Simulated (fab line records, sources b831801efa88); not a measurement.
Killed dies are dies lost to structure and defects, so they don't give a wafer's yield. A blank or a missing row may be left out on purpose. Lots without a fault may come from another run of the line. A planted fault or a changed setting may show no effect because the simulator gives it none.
A struck lot beside a sound one | flow gf180mcu | 43 steps out of a route of 602
Sound: wafers L689.2, L689.4, L689.6. Struck: wafers L694.1, L694.2, L694.4. The cause comes at the end.
At each step with rows: each side's tool, then ch and its chambers, then its first start. Under that, the readings that differ: sound wafers | struck wafers | difference of the means | sigmas: that difference in standard deviations of wafers without a fault.
alike: readings whose means differ by less than 2 such deviations, and words and numbers that are the same on both sides. not compared: withheld readings, readings that some wafer has no value for, bounds like >300 that may hide the same value, and numbers for which the record gives no deviation and whose values overlap.
The two part at a step that has a row with sigmas, a row that says differs or no value, or rows on one side only. Numbers that don't overlap but have no deviation are shown without sigmas and don't part them. A reading that every wafer of one side lacks parts them only if that side has two wafers or more.

first, 1 step without rows for these wafers: GF_POLY_GATE_OXIDATION_16 (stabilise 600 s, purge 300 s, target thk 4 nm).
GF_POLY_GATE_THK_MEAS_17:
  sound on film_metro-02, day 12 05:55; struck on film_metro-03, day 13 15:42
  alike: POLY_GATE_OXIDATION_THK
GF_POLY_GATE_CD_MEAS_18:
  sound on cd_sem-02, day 12 05:59; struck on cd_sem-01, day 13 15:46
  reading    | sound             | struck            | difference | sigmas
  cd_nm (nm) | 284.4 283.9 282.9 | 279.1 277.4 280.0 | -4.9       | -3
then, 7 steps without rows for these wafers: GF_HV_LDD_DEHYDRATE_00 (time 60 s); GF_HV_LDD_HMDS_01 (prime time 60 s); GF_HV_LDD_COAT_02 (resist thk 1000 nm); GF_HV_LDD_SOFTBAKE_03 (time 60 s); GF_HV_LDD_EXPOSE_04 (exposes mask Nplus LV AREA, target cd 400 nm); GF_HV_LDD_PEB_05; GF_HV_LDD_DEVELOP_06 (develop time 60 s).
GF_HV_LDD_CD_MEAS_07: target cd 400 nm.
  sound on cd_sem-02, day 13 01:10; struck on cd_sem-02, day 14 12:08
  alike: cd_nm
GF_HV_LDD_OVL_MEAS_08:
  sound on overlay-02, day 13 01:16; struck on overlay-01, day 14 12:16
  alike: HV_LDD_OVL
GF_HV_LDD_IMPLANT_09:
  sound on implanter-02 ch 0, day 13 01:19; struck on implanter-02, day 14 12:17
  no value came back on the struck wafers for beam_energy_keV, beam_on_s (s); on the sound wafers beam_energy_keV reads 39.994 39.978 40.012
GF_HV_LDD_STRIP_10: strips in O2/N2.
  sound on plasma_asher-01 ch 0, day 13 01:27; struck on plasma_asher-01 ch 0,1, day 14 12:26
  alike: drypump_motor_current_A, heater_power_w, oes_product_au, strip_time_to_endpoint_s
  not compared: rf_hours_counter_h
GF_HV_LDD_TW_MEAS_11:
  sound on film_metro-01, day 13 01:34; struck on film_metro-03, day 14 12:32
  reading   | sound          | struck   | difference | sigmas
  HV_LDD_TW | 2407 2421 2417 | 30 30 30 | -2385      | -99 or more
then, 7 steps without rows for these wafers: GF_HV_LDD_DEHYDRATE_12 (time 60 s); GF_HV_LDD_HMDS_13 (prime time 60 s); GF_HV_LDD_COAT_14 (resist thk 1000 nm); GF_HV_LDD_SOFTBAKE_15 (time 60 s); GF_HV_LDD_EXPOSE_16 (exposes mask Pplus LV AREA, target cd 400 nm); GF_HV_LDD_PEB_17; GF_HV_LDD_DEVELOP_18 (develop time 60 s).
GF_HV_LDD_CD_MEAS_19: target cd 400 nm.
  sound on cd_sem-01, day 13 20:07; struck on cd_sem-01, day 15 08:46
  alike: cd_nm
GF_HV_LDD_OVL_MEAS_20:
  sound on overlay-01, day 13 20:13; struck on overlay-02, day 15 08:53
  alike: HV_LDD_01_OVL
then, 1 step without rows for these wafers: GF_HV_LDD_IMPLANT_21.
GF_HV_LDD_STRIP_22: strips in O2/N2.
  sound on plasma_asher-04 ch 1, day 13 20:24; struck on plasma_asher-04 ch 0,1, day 15 09:04
  alike: drypump_motor_current_A, heater_power_w, oes_product_au, strip_time_to_endpoint_s
  not compared: rf_hours_counter_h
GF_HV_LDD_TW_MEAS_23:
  sound on film_metro-02, day 13 20:31; struck on film_metro-03, day 15 09:10
  reading     | sound          | struck         | difference | sigmas
  HV_LDD_2_TW | 1072 1069 1069 | 1046 1045 1046 | -24        | -3
then, 7 steps without rows for these wafers: GF_HV_LDD_DEHYDRATE_24 (time 60 s); GF_HV_LDD_HMDS_25 (prime time 60 s); GF_HV_LDD_COAT_26 (resist thk 1000 nm); GF_HV_LDD_SOFTBAKE_27 (time 60 s); GF_HV_LDD_EXPOSE_28 (exposes mask Nplus HV AREA, target cd 400 nm); GF_HV_LDD_PEB_29; GF_HV_LDD_DEVELOP_30 (develop time 60 s).
GF_HV_LDD_CD_MEAS_31: target cd 400 nm.
  sound on cd_sem-01, day 14 16:55; struck on cd_sem-01, day 16 06:20
  alike: cd_nm
GF_HV_LDD_OVL_MEAS_32:
  sound on overlay-01, day 14 17:01; struck on overlay-02, day 16 06:28
  alike: HV_LDD_02_OVL
then, 4 steps without rows for these wafers: GF_HV_LDD_IMPLANT_33; GF_HV_LDD_IMPLANT_34; GF_HV_LDD_IMPLANT_35; GF_HV_LDD_IMPLANT_36.
GF_HV_LDD_STRIP_37: strips in O2/N2.
  sound on plasma_asher-01 ch 0,1, day 14 17:38; struck on plasma_asher-04 ch 0,1, day 16 07:06
  reading            | sound       | struck      | difference | sigmas
  heater_power_w (W) | 315 305 291 | 389 305 409 | +64        | +2
  alike: drypump_motor_current_A, oes_product_au, strip_time_to_endpoint_s
  not compared: rf_hours_counter_h
GF_HV_LDD_TW_MEAS_38:
  sound on film_metro-02, day 14 17:45; struck on film_metro-03, day 16 07:12
  alike: HV_LDD_3_TW
GF_HV_LDD_RS_MEAS_53: measures by four-point-probe.
  sound on film_metro-01, day 15 15:56; struck on film_metro-02, day 17 05:28
  reading            | sound             | struck            | difference | sigmas
  HV_LDD_RS (ohm/sq) | 424.5 423.6 424.5 | 882.5 882.8 882.6 | +458.4     | +99 or more

WHERE THEY PART
First at GF_POLY_GATE_CD_MEAS_18; last, within this record, at GF_HV_LDD_RS_MEAS_53.

WHY: what the simulator had put in
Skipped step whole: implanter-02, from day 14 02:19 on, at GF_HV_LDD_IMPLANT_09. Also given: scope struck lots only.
